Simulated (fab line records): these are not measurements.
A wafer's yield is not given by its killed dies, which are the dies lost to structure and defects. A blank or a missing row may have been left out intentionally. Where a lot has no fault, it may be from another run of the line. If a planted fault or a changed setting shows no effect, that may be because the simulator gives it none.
fab line records ; flow gf180mcu
record lots=24; wafers=72; last_day=34
route steps=602 shown POLY_GATE@169 HV_LDD@223 M4@457 V4@477 TOP_METAL@582 PASSIVATION@587
lots with no fault: from the same line, run without faults
start_h: hours from the record's opening day to when the first of the lot's shown wafers began ; wait_h: hours from the lot's prior step to this one ; " same as the row above ; L1.1+2: a row that stands for several wafers ; - value missing, or start not given ; * or withheld: withheld ; < > ~ a bound
route shown NAME@n: names a module that has steps shown in the file, with the first one's number in the route ; usual: the fault-free wafers' mean and standard deviation ; same: alike in all rows ; chamber/n: place in a boat ; sites: per-site readings ; _std_site: their standard deviation ; _edge_site: mean of outer sites minus mean of inner sites ; radius_mm: for every site, how far away it sits from the centre of the wafer ; mask NAME#n: copy n ; behind: the most recent tool/chamber to have shaped the wafer ; hold: what put the lot on hold/how long, in hours/how the hold closed ; device: transistor that didn't switch, given as n, p or np ; end of line: the same wafers' tests at the end of the route ; step lacking rows: just its recipe ; killed: at the first sort, the dies lost to defects and structure; wafer yield is something else ; map: a wafer's dies, marking killed ones x, the rest . and places with no die _
set.NAME: setting as actually run; set.NAME@STEP: the setting as run at that earlier step ; model.NAME: the simulator's own value behind a step, which no gauge read
route steps across a sampled set of lots; one table per step, one row per wafer
services: a tool's chamber out of use, with start hour (start_h, from the record's first day; less than 0 if before it), hours out, and reason
## steps
# step GF_POLY_GATE_ETCH_12
# recipe chemistry=N2/H2; target_depth_a=withheld; overetch_a=withheld; time_s=withheld; target=BARC; ion_energy_ev=200; source_w=500; bias_w=100; pressure_mtorr=30; n2_flow_sccm=100; h2_flow_sccm=200
# usual drypump_motor_current_A=6.1/0.36; oes_product_au=0.734/0.0044; throttle_valve_pct=13.215/0.01
lot.wafer;tool;chamber;start_h;wait_h;drypump_motor_current_A;oes_product_au;throttle_valve_pct
L074.1;rie_diel-03;2;196.47;0.0;6.6;0.729;13.221
L074.4;rie_diel-03;1;196.47;0.0;5.8;0.731;13.193
L074.5;rie_diel-03;2;196.47;0.0;6.7;0.740;13.220
L075.2;rie_diel-01;0;202.18;0.0;5.7;0.735;13.203
L075.3;rie_diel-01;1;202.18;0.0;5.9;0.738;13.224
L075.6;rie_diel-01;2;202.18;0.0;5.9;0.731;13.218
L076.1;rie_diel-03;3;208.87;0.0;6.1;0.734;13.229
L076.3;rie_diel-03;2;208.87;0.0;6.6;0.735;13.216
L076.5;rie_diel-03;2;208.87;0.0;6.6;0.725;13.215
L077.2;rie_diel-04;2;217.47;0.0;5.7;0.736;13.225
L077.4;rie_diel-04;1;217.47;0.0;5.4;0.727;13.224
L077.5;rie_diel-04;3;217.47;0.0;6.0;0.732;13.199
L078.2;rie_diel-03;3;222.32;0.0;6.1;0.728;13.221
L078.3;rie_diel-03;1;222.32;0.0;5.8;0.736;13.213
L078.4;rie_diel-03;0;222.32;0.0;6.3;0.740;13.222
L079.3;rie_diel-04;2;229.98;0.0;5.8;0.741;13.213
L079.4;rie_diel-04;3;229.98;0.0;5.9;0.731;13.208
L079.5;rie_diel-04;2;229.98;0.0;5.8;0.735;13.210
L080.1;rie_diel-01;3;240.98;0.0;6.3;0.728;13.223
L080.5;rie_diel-01;3;240.98;0.0;6.3;0.732;13.201
L080.6;rie_diel-01;0;240.98;0.0;5.7;0.732;13.204
L081.1;rie_diel-01;3;244.52;0.0;6.4;0.729;13.227
L081.2;rie_diel-01;0;244.52;0.0;5.7;0.736;13.243
L081.5;rie_diel-01;3;244.52;0.0;6.3;0.734;13.228
L082.2;rie_diel-03;1;252.83;0.0;5.8;0.735;13.213
L082.3;rie_diel-03;2;252.83;0.0;6.6;0.731;13.210
L082.4;rie_diel-03;3;252.83;0.0;6.1;0.731;13.225
L083.1;rie_diel-04;1;262.28;0.0;5.4;0.735;13.222
L083.2;rie_diel-04;3;262.28;0.0;6.0;0.726;13.225
L083.4;rie_diel-04;0;262.28;0.0;6.6;0.738;13.207
L084.1;rie_diel-03;2;269.27;0.0;6.6;0.739;13.219
L084.2;rie_diel-03;1;269.27;0.0;5.8;0.741;13.217
L084.6;rie_diel-03;1;269.27;0.0;5.8;0.731;13.223
L085.4;rie_diel-04;2;269.39;0.0;5.7;0.736;13.216
L085.5;rie_diel-04;3;269.39;0.0;6.0;0.730;13.227
L085.6;rie_diel-04;0;269.39;0.0;6.6;0.737;13.221
L086.1;rie_diel-01;1;280.33;0.0;5.9;0.731;13.214
L086.3;rie_diel-01;0;280.33;0.0;5.7;0.738;13.202
L086.6;rie_diel-01;1;280.33;0.0;5.9;0.736;13.233
L087.1;rie_diel-03;3;286.22;0.0;6.1;0.737;13.207
L087.4;rie_diel-03;0;286.22;0.0;6.4;0.732;13.219
L087.5;rie_diel-03;3;286.22;0.0;6.1;0.733;13.211
L088.2;rie_diel-03;1;300.72;0.0;5.8;0.739;13.216
L088.3;rie_diel-03;3;300.72;0.0;6.1;0.733;13.209
L088.5;rie_diel-03;3;300.72;0.0;6.1;0.731;13.202
L089.2;rie_diel-04;1;303.68;0.0;5.4;0.738;13.215
L089.3;rie_diel-04;3;303.68;0.0;6.0;0.733;13.215
L089.4;rie_diel-04;0;303.68;0.0;6.6;0.744;13.231
L090.1;rie_diel-04;0;306.53;0.0;6.6;0.732;13.219
L090.2;rie_diel-04;1;306.53;0.0;5.4;0.729;13.213
L090.5;rie_diel-04;2;306.53;0.0;5.8;0.738;13.202
L091.1;rie_diel-03;0;326.02;0.0;6.3;0.740;13.218
L091.5;rie_diel-03;2;326.02;0.0;6.6;0.733;13.207
L091.6;rie_diel-03;3;326.02;0.0;6.1;0.736;13.215
L092.1;rie_diel-04;2;335.32;0.0;5.7;0.737;13.213
L092.2;rie_diel-04;1;335.32;0.0;5.5;0.732;13.242
L092.5;rie_diel-04;0;335.32;0.0;6.6;0.740;13.245
L093.1;rie_diel-01;3;346.82;0.0;6.4;0.730;13.206
L093.4;rie_diel-01;2;346.82;0.0;5.9;0.737;13.215
L093.6;rie_diel-01;2;346.82;0.0;5.9;0.734;13.204
L094.1;rie_diel-03;2;348.18;0.0;6.6;0.727;13.215
L094.2;rie_diel-03;3;348.18;0.0;6.1;0.740;13.233
L094.3;rie_diel-03;1;348.18;0.0;5.8;0.732;13.236
L095.1;rie_diel-04;1;354.17;0.0;5.4;0.735;13.210
L095.3;rie_diel-04;3;354.17;0.0;6.0;0.733;13.213
L095.4;rie_diel-04;2;354.17;0.0;5.8;0.732;13.206
L096.1;rie_diel-03;0;365.22;0.0;6.4;0.736;13.220
L096.2;rie_diel-03;3;365.22;0.0;6.1;0.731;13.218
L096.4;rie_diel-03;3;365.22;0.0;6.1;0.738;13.211
L097.2;rie_diel-03;3;368.03;0.0;6.1;0.736;13.222
L097.5;rie_diel-03;0;368.03;0.0;6.3;0.738;13.215
L097.6;rie_diel-03;3;368.03;0.0;6.1;0.736;13.216
# step GF_HV_LDD_OVL_MEAS_47
# usual HV_LDD_03_OVL=-0.1/1.4
lot.wafer;tool;chamber;start_h;wait_h;HV_LDD_03_OVL[nm]
L074.1;overlay-02;-;274.63;0.1;0.0
L074.4;overlay-02;-;274.63;0.1;0.6
L074.5;overlay-02;-;274.63;0.1;-0.3
L075.2;overlay-01;-;278.79;0.1;-1.0
L075.3;overlay-01;-;278.79;0.1;-0.5
L075.6;overlay-01;-;278.79;0.1;-0.3
L076.1;overlay-01;-;283.54;0.1;-1.5
L076.3;overlay-01;-;283.54;0.1;-0.9
L076.5;overlay-01;-;283.54;0.1;-1.8
L077.2;overlay-01;-;295.09;0.1;0.0
L077.4;overlay-01;-;295.09;0.1;-1.8
L077.5;overlay-01;-;295.09;0.1;0.4
L078.2;overlay-02;-;300.45;0.1;1.5
L078.3;overlay-02;-;300.45;0.1;-0.5
L078.4;overlay-02;-;300.45;0.1;0.7
L079.3;overlay-02;-;309.80;0.1;-0.6
L079.4;overlay-02;-;309.80;0.1;-1.6
L079.5;overlay-02;-;309.80;0.1;-1.3
L080.1;overlay-01;-;322.88;0.1;-1.0
L080.5;overlay-01;-;322.88;0.1;-2.2
L080.6;overlay-01;-;322.88;0.1;-2.5
L081.1;overlay-01;-;327.79;0.1;-0.9
L081.2;overlay-01;-;327.79;0.1;-0.2
L081.5;overlay-01;-;327.79;0.1;-0.4
L082.2;overlay-01;-;335.00;0.1;0.5
L082.3;overlay-01;-;335.00;0.1;1.0
L082.4;overlay-01;-;335.00;0.1;0.3
L083.1;overlay-02;-;346.44;0.1;-1.4
L083.2;overlay-02;-;346.44;0.1;1.5
L083.4;overlay-02;-;346.44;0.1;0.1
L084.1;overlay-01;-;353.84;0.1;-0.3
L084.2;overlay-01;-;353.84;0.1;-0.5
L084.6;overlay-01;-;353.84;0.1;-0.7
L085.4;overlay-01;-;354.11;0.1;1.2
L085.5;overlay-01;-;354.11;0.1;1.5
L085.6;overlay-01;-;354.11;0.1;-0.1
L086.1;overlay-02;-;369.24;0.1;-0.5
L086.3;overlay-02;-;369.24;0.1;0.0
L086.6;overlay-02;-;369.24;0.1;-0.8
L087.1;overlay-02;-;374.99;0.1;1.3
L087.4;overlay-02;-;374.99;0.1;2.8
L087.5;overlay-02;-;374.99;0.1;2.0
L088.2;overlay-01;-;393.44;0.1;-1.4
L088.3;overlay-01;-;393.44;0.1;0.6
L088.5;overlay-01;-;393.44;0.1;1.0
L089.2;overlay-01;-;396.65;0.1;1.8
L089.3;overlay-01;-;396.65;0.1;1.4
L089.4;overlay-01;-;396.65;0.1;2.3
L090.1;overlay-01;-;398.13;0.1;1.4
L090.2;overlay-01;-;398.13;0.1;-0.4
L090.5;overlay-01;-;398.13;0.1;-0.5
L091.1;overlay-02;-;418.99;0.1;0.8
L091.5;overlay-02;-;418.99;0.1;1.7
L091.6;overlay-02;-;418.99;0.1;1.2
L092.1;overlay-01;-;428.89;0.1;1.8
L092.2;overlay-01;-;428.89;0.1;-2.2
L092.5;overlay-01;-;428.89;0.1;-0.6
L093.1;overlay-01;-;442.24;0.1;-1.1
L093.4;overlay-01;-;442.24;0.1;0.5
L093.6;overlay-01;-;442.24;0.1;-2.4
L094.1;overlay-01;-;443.04;0.1;-0.7
L094.2;overlay-01;-;443.04;0.1;-0.1
L094.3;overlay-01;-;443.04;0.1;-1.7
L095.1;overlay-02;-;448.89;0.1;-0.5
L095.3;overlay-02;-;448.89;0.1;0.9
L095.4;overlay-02;-;448.89;0.1;-0.5
L096.1;overlay-02;-;461.84;0.1;-0.4
L096.2;overlay-02;-;461.84;0.1;-0.4
L096.4;overlay-02;-;461.84;0.1;-0.2
L097.2;overlay-01;-;465.49;0.1;-2.1
L097.5;overlay-01;-;465.49;0.1;-0.1
L097.6;overlay-01;-;465.49;0.1;-1.6
# step GF_M4_SPUTTER_01
# recipe material=TiN; target_thk_nm=30; power_w=6500; time_s=25; chamber_pressure_pa=0.4
# usual cathode_dc_power_W=6500.1/1.2; throttle_valve_pct=30.0/1.2
lot.wafer;tool;chamber;start_h;wait_h;cathode_dc_power_W;throttle_valve_pct
L074.1;pvd_sputter-03;-;514.12;0.1;6499.3;32.0
L074.4;pvd_sputter-03;-;514.12;0.1;6499.9;27.9
L074.5;pvd_sputter-03;-;514.12;0.1;6501.6;27.4
L075.2;pvd_sputter-04;-;521.12;0.1;6498.6;29.4
L075.3;pvd_sputter-04;-;521.12;0.1;6497.4;30.6
L075.6;pvd_sputter-04;-;521.12;0.1;6499.3;30.5
L076.1;pvd_sputter-02;-;527.87;0.1;6501.9;29.7
L076.3;pvd_sputter-02;-;527.87;0.1;6498.0;30.6
L076.5;pvd_sputter-02;-;527.87;0.1;6500.8;30.9
L077.2;pvd_sputter-02;-;542.52;0.1;6502.8;29.8
L077.4;pvd_sputter-02;-;542.52;0.1;6500.0;30.6
L077.5;pvd_sputter-02;-;542.52;0.1;6500.0;29.8
L078.2;pvd_sputter-04;-;546.52;0.1;6500.3;30.5
L078.3;pvd_sputter-04;-;546.52;0.1;6501.2;29.4
L078.4;pvd_sputter-04;-;546.52;0.1;6499.0;29.9
L079.3;pvd_sputter-03;-;559.97;0.1;6501.5;27.9
L079.4;pvd_sputter-03;-;559.97;0.1;6499.4;30.6
L079.5;pvd_sputter-03;-;559.97;0.1;6500.9;31.8
L080.1;pvd_sputter-02;-;571.01;0.1;6502.7;30.7
L080.5;pvd_sputter-02;-;571.01;0.1;6500.2;30.0
L080.6;pvd_sputter-02;-;571.01;0.1;6500.2;30.9
L081.1;pvd_sputter-03;-;578.22;0.1;6500.0;30.4
L081.2;pvd_sputter-03;-;578.22;0.1;6499.7;32.0
L081.5;pvd_sputter-03;-;578.22;0.1;6500.7;28.0
L082.2;pvd_sputter-04;-;582.91;0.1;6497.7;30.2
L082.3;pvd_sputter-04;-;582.91;0.1;6499.1;29.4
L082.4;pvd_sputter-04;-;582.91;0.1;6499.7;29.7
L083.1;pvd_sputter-04;-;594.48;0.1;6500.9;30.4
L083.2;pvd_sputter-04;-;594.48;0.1;6500.9;29.6
L083.4;pvd_sputter-04;-;594.48;0.1;6500.5;29.8
L084.1;pvd_sputter-02;-;599.44;0.1;6501.2;30.1
L084.2;pvd_sputter-02;-;599.44;0.1;6500.7;30.9
L084.6;pvd_sputter-02;-;599.44;0.1;6499.6;30.7
L085.4;pvd_sputter-02;-;601.34;0.1;6500.9;31.1
L085.5;pvd_sputter-02;-;601.34;0.1;6501.8;29.9
L085.6;pvd_sputter-02;-;601.34;0.1;6500.5;30.8
L086.1;pvd_sputter-02;-;615.62;0.1;6500.1;30.7
L086.3;pvd_sputter-02;-;615.62;0.1;6498.7;30.6
L086.6;pvd_sputter-02;-;615.62;0.1;6502.3;30.3
L087.1;pvd_sputter-03;-;622.35;0.1;6499.9;27.3
L087.4;pvd_sputter-03;-;622.35;0.1;6499.0;31.6
L087.5;pvd_sputter-03;-;622.35;0.1;6500.2;31.8
L088.2;pvd_sputter-04;-;638.48;0.1;6497.9;30.5
L088.3;pvd_sputter-04;-;638.48;0.1;6497.8;29.4
L088.5;pvd_sputter-04;-;638.48;0.1;6500.4;30.0
L089.2;pvd_sputter-03;-;640.28;0.1;6500.3;30.4
L089.3;pvd_sputter-03;-;640.28;0.1;6498.9;32.1
L089.4;pvd_sputter-03;-;640.28;0.1;6501.2;28.0
L090.1;pvd_sputter-04;-;640.51;0.1;6500.7;30.0
L090.2;pvd_sputter-04;-;640.51;0.1;6499.6;29.4
L090.5;pvd_sputter-04;-;640.51;0.1;6501.5;30.1
L091.1;pvd_sputter-03;-;659.29;0.1;6500.3;30.5
L091.5;pvd_sputter-03;-;659.29;0.1;6499.8;28.0
L091.6;pvd_sputter-03;-;659.29;0.1;6500.5;30.6
L092.1;pvd_sputter-04;-;665.27;0.1;6502.2;30.5
L092.2;pvd_sputter-04;-;665.27;0.1;6500.2;29.8
L092.5;pvd_sputter-04;-;665.27;0.1;6499.9;30.5
L093.1;pvd_sputter-03;-;677.59;0.1;6499.3;31.9
L093.4;pvd_sputter-03;-;677.59;0.1;6500.0;30.3
L093.6;pvd_sputter-03;-;677.59;0.1;6498.7;31.8
L094.1;pvd_sputter-03;-;678.88;0.1;6500.4;30.3
L094.2;pvd_sputter-03;-;678.88;0.1;6500.9;31.9
L094.3;pvd_sputter-03;-;678.88;0.1;6501.3;27.6
L095.1;pvd_sputter-02;-;683.20;0.1;6500.2;30.8
L095.3;pvd_sputter-02;-;683.20;0.1;6498.5;30.9
L095.4;pvd_sputter-02;-;683.20;0.1;6499.3;30.4
L096.1;pvd_sputter-03;-;692.97;0.1;6500.1;27.6
L096.2;pvd_sputter-03;-;692.97;0.1;6503.3;30.4
L096.4;pvd_sputter-03;-;692.97;0.1;6499.8;32.0
L097.2;pvd_sputter-04;-;694.81;0.1;6499.8;30.5
L097.5;pvd_sputter-04;-;694.81;0.1;6499.2;30.6
L097.6;pvd_sputter-04;-;694.81;0.1;6499.4;30.4
# step GF_V4_THK_MEAS_01
# recipe reads=SiO2_of_V4_CVD_00
# usual V4_CVD_00_THK=600/6.8
lot.wafer;tool;chamber;start_h;wait_h;V4_CVD_00_THK[nm]
L074.1;film_metro-01;-;537.54;0.0;602
L074.4;film_metro-01;-;537.54;0.0;605
L074.5;film_metro-01;-;537.54;0.0;611
L075.2;film_metro-04;-;545.35;0.0;597
L075.3;film_metro-04;-;545.35;0.0;595
L075.6;film_metro-04;-;545.35;0.0;599
L076.1;film_metro-01;-;551.54;0.0;593
L076.3;film_metro-01;-;551.54;0.0;600
L076.5;film_metro-01;-;551.54;0.0;592
L077.2;film_metro-03;-;565.36;0.0;600
L077.4;film_metro-03;-;565.36;0.0;602
L077.5;film_metro-03;-;565.36;0.0;607
L078.2;film_metro-01;-;569.83;0.0;587
L078.3;film_metro-01;-;569.83;0.0;593
L078.4;film_metro-01;-;569.83;0.0;594
L079.3;film_metro-03;-;582.90;0.1;583
L079.4;film_metro-03;-;582.90;0.1;595
L079.5;film_metro-03;-;582.90;0.1;585
L080.1;film_metro-03;-;593.89;0.0;596
L080.5;film_metro-03;-;593.89;0.0;597
L080.6;film_metro-03;-;593.89;0.0;603
L081.1;film_metro-04;-;600.97;0.0;601
L081.2;film_metro-04;-;600.97;0.0;589
L081.5;film_metro-04;-;600.97;0.0;594
L082.2;film_metro-03;-;604.21;0.0;588
L082.3;film_metro-03;-;604.21;0.0;592
L082.4;film_metro-03;-;604.21;0.0;596
L083.1;film_metro-01;-;616.34;0.0;594
L083.2;film_metro-01;-;616.34;0.0;598
L083.4;film_metro-01;-;616.34;0.0;600
L084.1;film_metro-01;-;621.46;0.0;601
L084.2;film_metro-01;-;621.46;0.0;610
L084.6;film_metro-01;-;621.46;0.0;592
L085.4;film_metro-01;-;622.87;0.0;617
L085.5;film_metro-01;-;622.87;0.0;606
L085.6;film_metro-01;-;622.87;0.0;604
L086.1;film_metro-01;-;636.68;0.0;608
L086.3;film_metro-01;-;636.68;0.0;602
L086.6;film_metro-01;-;636.68;0.0;612
L087.1;film_metro-03;-;643.02;0.0;599
L087.4;film_metro-03;-;643.02;0.0;595
L087.5;film_metro-03;-;643.02;0.0;592
L088.2;film_metro-04;-;658.95;0.0;596
L088.3;film_metro-04;-;658.95;0.0;596
L088.5;film_metro-04;-;658.95;0.0;602
L089.2;film_metro-03;-;660.20;0.0;593
L089.3;film_metro-03;-;660.20;0.0;601
L089.4;film_metro-03;-;660.20;0.0;601
L090.1;film_metro-04;-;661.60;0.0;602
L090.2;film_metro-04;-;661.60;0.0;590
L090.5;film_metro-04;-;661.60;0.0;600
L091.1;film_metro-01;-;678.83;0.0;603
L091.5;film_metro-01;-;678.83;0.0;605
L091.6;film_metro-01;-;678.83;0.0;595
L092.1;film_metro-04;-;685.45;0.1;599
L092.2;film_metro-04;-;685.45;0.1;608
L092.5;film_metro-04;-;685.45;0.1;601
L093.1;film_metro-04;-;697.40;0.0;609
L093.4;film_metro-04;-;697.40;0.0;603
L093.6;film_metro-04;-;697.40;0.0;603
L094.1;film_metro-01;-;698.49;0.0;600
L094.2;film_metro-01;-;698.49;0.0;605
L094.3;film_metro-01;-;698.49;0.0;597
L095.1;film_metro-03;-;702.29;0.0;610
L095.3;film_metro-03;-;702.29;0.0;607
L095.4;film_metro-03;-;702.29;0.0;617
L096.1;film_metro-04;-;711.75;0.0;596
L096.2;film_metro-04;-;711.75;0.0;610
L096.4;film_metro-04;-;711.75;0.0;598
L097.2;film_metro-03;-;714.23;0.0;600
L097.5;film_metro-03;-;714.23;0.0;611
L097.6;film_metro-03;-;714.23;0.0;604
# step GF_TOP_METAL_OVL_MEAS_15
# usual TOP_METAL_OVL=0.7/1.4
lot.wafer;tool;chamber;start_h;wait_h;TOP_METAL_OVL[nm]
L074.1;overlay-02;-;649.09;0.1;0.7
L074.4;overlay-02;-;649.09;0.1;1.2
L074.5;overlay-02;-;649.09;0.1;0.3
L075.2;overlay-02;-;655.94;0.1;4.4
L075.3;overlay-02;-;655.94;0.1;3.7
L075.6;overlay-02;-;655.94;0.1;1.8
L076.1;overlay-01;-;662.43;0.1;-2.3
L076.3;overlay-01;-;662.43;0.1;0.5
L076.5;overlay-01;-;662.43;0.1;0.2
L077.2;overlay-02;-;672.54;0.1;0.7
L077.4;overlay-02;-;672.54;0.1;3.0
L077.5;overlay-02;-;672.54;0.1;2.1
L078.2;overlay-01;-;677.38;0.1;-1.3
L078.3;overlay-01;-;677.38;0.1;1.3
L078.4;overlay-01;-;677.38;0.1;0.7
L079.3;overlay-01;-;688.94;0.1;0.2
L079.4;overlay-01;-;688.94;0.1;1.9
L079.5;overlay-01;-;688.94;0.1;0.3
L080.1;overlay-01;-;698.44;0.1;-1.0
L080.5;overlay-01;-;698.44;0.1;0.3
L080.6;overlay-01;-;698.44;0.1;1.2
L081.1;overlay-02;-;705.44;0.1;0.9
L081.2;overlay-02;-;705.44;0.1;1.6
L081.5;overlay-02;-;705.44;0.1;-0.1
L082.2;overlay-02;-;707.78;0.1;3.2
L082.3;overlay-02;-;707.78;0.1;1.4
L082.4;overlay-02;-;707.78;0.1;1.3
L083.1;overlay-02;-;718.08;0.1;-1.0
L083.2;overlay-02;-;718.08;0.1;-0.5
L083.4;overlay-02;-;718.08;0.1;-0.2
L084.1;overlay-02;-;722.99;0.1;-1.2
L084.2;overlay-02;-;722.99;0.1;-3.0
L084.6;overlay-02;-;722.99;0.1;-1.6
L085.4;overlay-02;-;723.70;0.1;1.5
L085.5;overlay-02;-;723.70;0.1;-0.2
L085.6;overlay-02;-;723.70;0.1;0.8
L086.1;overlay-02;-;734.98;0.1;-1.7
L086.3;overlay-02;-;734.98;0.1;-0.4
L086.6;overlay-02;-;734.98;0.1;-0.6
L087.1;overlay-02;-;741.64;0.1;1.4
L087.4;overlay-02;-;741.64;0.1;0.2
L087.5;overlay-02;-;741.64;0.1;1.0
L088.2;overlay-02;-;754.89;0.1;0.8
L088.3;overlay-02;-;754.89;0.1;2.2
L088.5;overlay-02;-;754.89;0.1;1.5
L089.2;overlay-02;-;756.53;0.1;0.9
L089.3;overlay-02;-;756.53;0.1;3.2
L089.4;overlay-02;-;756.53;0.1;3.5
L090.1;overlay-02;-;756.83;0.1;1.3
L090.2;overlay-02;-;756.83;0.1;0.2
L090.5;overlay-02;-;756.83;0.1;-0.6
L091.1;overlay-01;-;772.43;0.1;3.3
L091.5;overlay-01;-;772.43;0.1;1.4
L091.6;overlay-01;-;772.43;0.1;1.7
L092.1;overlay-02;-;778.78;0.1;0.3
L092.2;overlay-02;-;778.78;0.1;0.5
L092.5;overlay-02;-;778.78;0.1;0.4
L093.1;overlay-01;-;786.54;0.1;-0.4
L093.4;overlay-01;-;786.54;0.1;0.9
L093.6;overlay-01;-;786.54;0.1;1.3
L094.1;overlay-01;-;788.98;0.1;1.3
L094.2;overlay-01;-;788.98;0.1;1.1
L094.3;overlay-01;-;788.98;0.1;-1.2
L095.1;overlay-02;-;790.78;0.1;0.7
L095.3;overlay-02;-;790.78;0.1;0.6
L095.4;overlay-02;-;790.78;0.1;2.2
L096.1;overlay-02;-;800.58;0.1;0.9
L096.2;overlay-02;-;800.58;0.1;2.1
L096.4;overlay-02;-;800.58;0.1;1.5
L097.2;overlay-01;-;801.78;0.1;3.3
L097.5;overlay-01;-;801.78;0.1;0.9
L097.6;overlay-01;-;801.78;0.1;1.4
# step GF_PASSIVATION_CVD_00
# recipe material=SiO2; target_thk_nm=1000; precursor=TEOS; temp_c=400; time_s=111.95; rf_w=600
# usual heater_power_w=701/120
lot.wafer;tool;chamber;start_h;wait_h;heater_power_w
L074.1;pecvd-01;0;649.83;0.0;752
L074.4;pecvd-01;1;649.83;0.0;621
L074.5;pecvd-01;0;649.83;0.0;830
L075.2;pecvd-04;2;656.72;0.0;732
L075.3;pecvd-04;0;656.72;0.0;908
L075.6;pecvd-04;0;656.72;0.0;749
L076.1;pecvd-01;1;663.17;0.0;730
L076.3;pecvd-01;0;663.17;0.0;795
L076.5;pecvd-01;0;663.17;0.0;865
L077.2;pecvd-04;2;673.28;0.0;649
L077.4;pecvd-04;1;673.28;0.0;555
L077.5;pecvd-04;0;673.28;0.0;854
L078.2;pecvd-03;0;678.12;0.0;559
L078.3;pecvd-03;2;678.12;0.0;662
L078.4;pecvd-03;2;678.12;0.0;541
L079.3;pecvd-01;2;689.68;0.0;739
L079.4;pecvd-01;2;689.68;0.0;571
L079.5;pecvd-01;0;689.68;0.0;880
L080.1;pecvd-03;0;699.22;0.0;695
L080.5;pecvd-03;2;699.22;0.0;637
L080.6;pecvd-03;1;699.22;0.0;897
L081.1;pecvd-01;1;706.18;0.0;649
L081.2;pecvd-01;0;706.18;0.0;836
L081.5;pecvd-01;0;706.18;0.0;864
L082.2;pecvd-01;1;708.52;0.0;755
L082.3;pecvd-01;2;708.52;0.0;623
L082.4;pecvd-01;0;708.52;0.0;909
L083.1;pecvd-04;1;718.83;0.0;500
L083.2;pecvd-04;0;718.83;0.0;908
L083.4;pecvd-04;0;718.83;0.0;784
L084.1;pecvd-04;0;723.73;0.0;893
L084.2;pecvd-04;2;723.73;0.0;598
L084.6;pecvd-04;0;723.73;0.0;920
L085.4;pecvd-04;1;724.51;0.0;588
L085.5;pecvd-04;0;724.51;0.0;858
L085.6;pecvd-04;2;724.51;0.0;570
L086.1;pecvd-03;1;735.93;0.0;900
L086.3;pecvd-03;0;735.93;0.0;686
L086.6;pecvd-03;1;735.93;0.0;735
L087.1;pecvd-01;2;742.38;0.0;644
L087.4;pecvd-01;1;742.38;0.0;715
L087.5;pecvd-01;0;742.38;0.0;711
L088.2;pecvd-03;0;755.66;0.0;700
L088.3;pecvd-03;1;755.66;0.0;918
L088.5;pecvd-03;2;755.66;0.0;548
L089.2;pecvd-03;1;757.27;0.0;881
L089.3;pecvd-03;0;757.27;0.0;730
L089.4;pecvd-03;0;757.27;0.0;565
L090.1;pecvd-04;2;757.60;0.0;611
L090.2;pecvd-04;0;757.60;0.0;909
L090.5;pecvd-04;1;757.60;0.0;485
L091.1;pecvd-04;0;773.21;0.0;912
L091.5;pecvd-04;2;773.21;0.0;683
L091.6;pecvd-04;0;773.21;0.0;759
L092.1;pecvd-03;0;779.62;0.0;687
L092.2;pecvd-03;1;779.62;0.0;914
L092.5;pecvd-03;1;779.62;0.0;744
L093.1;pecvd-03;0;787.28;0.0;695
L093.4;pecvd-03;0;787.28;0.0;557
L093.6;pecvd-03;1;787.28;0.0;870
L094.1;pecvd-04;2;789.72;0.0;747
L094.2;pecvd-04;0;789.72;0.0;752
L094.3;pecvd-04;1;789.72;0.0;617
L095.1;pecvd-03;1;791.52;0.0;917
L095.3;pecvd-03;0;791.52;0.0;641
L095.4;pecvd-03;2;791.52;0.0;543
L096.1;pecvd-03;2;801.46;0.0;609
L096.2;pecvd-03;0;801.46;0.0;705
L096.4;pecvd-03;1;801.46;0.0;887
L097.2;pecvd-04;0;802.86;0.0;871
L097.5;pecvd-04;1;802.86;0.0;562
L097.6;pecvd-04;0;802.86;0.0;916
## services
tool;chamber;start_h;hours;kind
pecvd-04;-;216.14;2.8;pm
rie_diel-03;3;238.02;6.8;repair
pecvd-03;-;256.45;6.0;pm
pecvd-03;-;262.45;2.8;pm
pecvd-04;-;291.64;6.0;pm
pvd_sputter-03;-;314.63;0.5;repair
rie_diel-03;1;361.71;3.7;repair
pecvd-03;2;374.57;17.9;repair
rie_diel-03;2;377.88;2.3;repair
rie_diel-03;-;399.16;14.6;pm
pvd_sputter-03;-;443.32;2.5;repair
rie_diel-03;1;475.22;1.3;repair
rie_diel-03;-;481.48;0.6;repair
pecvd-03;-;493.33;5.5;pm
rie_diel-03;-;497.22;2.8;pm
pvd_sputter-03;-;523.74;8.0;repair
rie_diel-03;-;542.88;0.1;repair
pecvd-04;2;557.00;5.0;repair
pecvd-04;-;591.12;14.0;pm
pecvd-03;-;605.13;0.6;repair
rie_diel-03;2;610.34;9.5;repair
rie_diel-03;2;643.47;3.8;repair
rie_diel-03;-;668.58;0.4;repair
rie_diel-03;1;697.32;3.7;repair
## key
fault none
